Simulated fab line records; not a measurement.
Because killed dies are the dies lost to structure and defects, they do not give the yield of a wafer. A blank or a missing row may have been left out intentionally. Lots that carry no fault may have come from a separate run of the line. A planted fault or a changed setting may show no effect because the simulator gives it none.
The tool behind it: which one? -- flow gf180mcu -- 11 lots with 33 wafers sampled at 6 steps, on a route of 602 steps

WHAT EACH GAUGE READ, for each wafer
GF_V4_CD_MEAS_14: the cd target is 260 nm.
lot,measured,on,cd_nm (nm)
L405,day 24 08:37,cd_sem-01,259.4 261.2 259.1
L406,day 24 20:12,cd_sem-01,261.2 262.7 261.9
L412,day 26 16:25,cd_sem-02,261.9 261.6 260.6
L413,day 27 10:09,cd_sem-01,260.9 260.2 261.4
L421,day 29 10:10,cd_sem-01,261.9 260.7 261.4
L422,day 29 15:28,cd_sem-01,259.9 260.7 260.1
L423,day 30 01:01,cd_sem-01,259.5 260.1 260.4
L424,day 30 10:23,cd_sem-01,260.9 259.0 260.0
L425,day 30 16:04,cd_sem-02,258.5 258.9 259.7
L426,day 30 20:55,cd_sem-02,261.1 260.8 260.4
L427,day 31 01:22,cd_sem-01,260.7 260.8 261.6

GF_MIM_RS_MEAS_10: measures by four-point-probe.
lot,measured,on,MIM_ALCU_RS (ohm/sq)
L405,day 24 10:32,film_metro-04,0.1592 0.1580 0.1574
L406,day 24 22:09,film_metro-03,0.1593 0.1579 0.1572
L412,day 26 18:20,film_metro-01,0.1590 0.1228 0.1583
L413,day 27 12:05,film_metro-04,0.1606 0.1240 0.1242
L421,day 29 12:08,film_metro-04,0.1622 0.1635 0.1628
L422,day 29 17:24,film_metro-04,0.1586 0.1582 0.1568
L423,day 30 03:01,film_metro-01,0.1583 0.1592 0.1575
L424,day 30 12:29,film_metro-03,0.1602 0.1593 0.1599
L425,day 30 18:11,film_metro-04,0.1589 0.1588 0.1600
L426,day 30 22:50,film_metro-03,0.1578 0.1585 0.1600
L427,day 31 03:17,film_metro-01,0.1594 0.1606 0.1603

GF_MIM_THK_MEAS_11: measures by xrf.
lot,measured,on,MIM_ALCU_THK (nm)
L405,day 24 10:39,film_metro-04,202.4 202.9 203.4
L406,day 24 22:15,film_metro-03,202.8 204.0 204.9
L412,day 26 18:28,film_metro-01,203.6 260.1 202.8
L413,day 27 12:12,film_metro-04,198.9 256.0 257.4
L421,day 29 12:14,film_metro-04,199.9 197.4 200.0
L422,day 29 17:31,film_metro-04,202.6 203.0 206.2
L423,day 30 03:08,film_metro-01,205.2 202.8 203.7
L424,day 30 12:35,film_metro-03,200.2 201.3 201.4
L425,day 30 18:19,film_metro-04,202.0 203.1 200.7
L426,day 30 22:57,film_metro-03,203.5 202.0 201.6
L427,day 31 03:24,film_metro-01,203.2 201.2 201.8

EACH LOT AND THE TOOL THAT RAN IT (in order: tool; ch and the chambers of the sampled wafers; start)
lot,GF_V4_CMP_04,GF_MIM_CVD_05,GF_MIM_SPUTTER_08
L405,"cmp-01 ch 0,2,3, day 23 09:23","pecvd-01 ch 0,1,2, day 24 10:20","pvd_sputter-03, day 24 10:29"
L406,"cmp-01 ch 0,1,2, day 23 21:32","pecvd-04 ch 1,2, day 24 21:55","pvd_sputter-03, day 24 22:04"
L412,"cmp-02 ch 1,2, day 25 19:27","pecvd-01 ch 1,2, day 26 18:09","pvd_sputter-02, day 26 18:17"
L413,"cmp-02 ch 0,1,3, day 26 14:26","pecvd-04 ch 0,1,2, day 27 11:53","pvd_sputter-02, day 27 12:01"
L421,"cmp-02 ch 0,1,3, day 28 14:29","pecvd-04 ch 0,1, day 29 11:55","pvd_sputter-01, day 29 12:03"
L422,"cmp-01 ch 0,1,3, day 28 19:23","pecvd-04 ch 0,2, day 29 17:11","pvd_sputter-01, day 29 17:19"
L423,"cmp-01 ch 0,1,2, day 29 04:49","pecvd-04 ch 0,1,2, day 30 02:46","pvd_sputter-02, day 30 02:55"
L424,"cmp-01 ch 0,1, day 29 14:50","pecvd-03 ch 0,2, day 30 12:16","pvd_sputter-03, day 30 12:24"
L425,"cmp-02 ch 0,1,3, day 29 21:20","pecvd-01 ch 0,1,2, day 30 18:00","pvd_sputter-03, day 30 18:08"
L426,"cmp-02 ch 0,2, day 30 02:50","pecvd-03 ch 0,1,2, day 30 22:38","pvd_sputter-03, day 30 22:47"
L427,"cmp-01 ch 1,3, day 30 07:25","pecvd-01 ch 0,2, day 31 03:05","pvd_sputter-02, day 31 03:14"
- GF_V4_CMP_04: polishes SiO2.
- GF_MIM_CVD_05: deposits Si3N4, target thk 42 nm, time 29.086 s.
- GF_MIM_SPUTTER_08: material AlCu, target thk 200 nm, time 10.6 s.

WHAT THE TOOLS THEMSELVES READ (means of the sampled wafers that have a number; where no wafer has one, the mark that the record gives instead)
GF_V4_CMP_04.
lot,tool,motor_current_A (A),time_to_endpoint_s (s)
L405,cmp-01,12.6,79
L406,cmp-01,12.1,76
L412,cmp-02,10.8,76
L413,cmp-02,12.4,75
L421,cmp-02,12.0,81
L422,cmp-01,11.6,85
L423,cmp-01,12.5,75
L424,cmp-01,11.6,80
L425,cmp-02,12.4,73
L426,cmp-02,11.3,80
L427,cmp-01,12.2,77

GF_MIM_CVD_05.
lot,tool,heater_power_w (W)
L405,pecvd-01,670
L406,pecvd-04,727
L412,pecvd-01,622
L413,pecvd-04,711
L421,pecvd-04,690
L422,pecvd-04,642
L423,pecvd-04,735
L424,pecvd-03,712
L425,pecvd-01,661
L426,pecvd-03,711
L427,pecvd-01,687

GF_MIM_SPUTTER_08.
lot,tool,throttle_valve_pct (%)
L405,pvd_sputter-03,29.6
L406,pvd_sputter-03,29.8
L412,pvd_sputter-02,30.1
L413,pvd_sputter-02,29.7
L421,pvd_sputter-01,30.3
L422,pvd_sputter-01,29.4
L423,pvd_sputter-02,30.3
L424,pvd_sputter-03,31.2
L425,pvd_sputter-03,29.9
L426,pvd_sputter-03,29.9
L427,pvd_sputter-02,30.2

THE ANSWER, worked out from the rows above alone
Rule: usual is defined by the lots themselves. The widest of any qualifying gaps counts: lots, ordered by their means at a reading, are off when they make up no more than a third of the lots, leave a main group of 4 or more, and stand apart from it by 3 or more times the standard deviation of that group's means. A main group whose means are all the same, to the digits that the tables above print for the reading, isn't used. A lot without any number at a reading at which 4 lots or more have one is off too. Any other lot the step has rows for is counted as sound. First the gauges in route order, then the tools' own readings, where a lot's mean is used as printed above. The first step at which some lot is off is used, and at that step the reading that is off furthest; a lot without a number counts as furthest.
Off: at GF_MIM_RS_MEAS_10 (MIM_ALCU_RS), L412, L413. The main group has a mean of 0.1593 ohm/sq with a standard deviation of 0.0015.
If a tool, at a process step before that reading, ran all the lots that are off and no sound lot after the first of them, it fits. Gauges at GF_MIM_RS_MEAS_10: tried the same way as those tools. Of those tried, none fits.

WHAT HAD BEEN PUT IN BY THE SIMULATOR
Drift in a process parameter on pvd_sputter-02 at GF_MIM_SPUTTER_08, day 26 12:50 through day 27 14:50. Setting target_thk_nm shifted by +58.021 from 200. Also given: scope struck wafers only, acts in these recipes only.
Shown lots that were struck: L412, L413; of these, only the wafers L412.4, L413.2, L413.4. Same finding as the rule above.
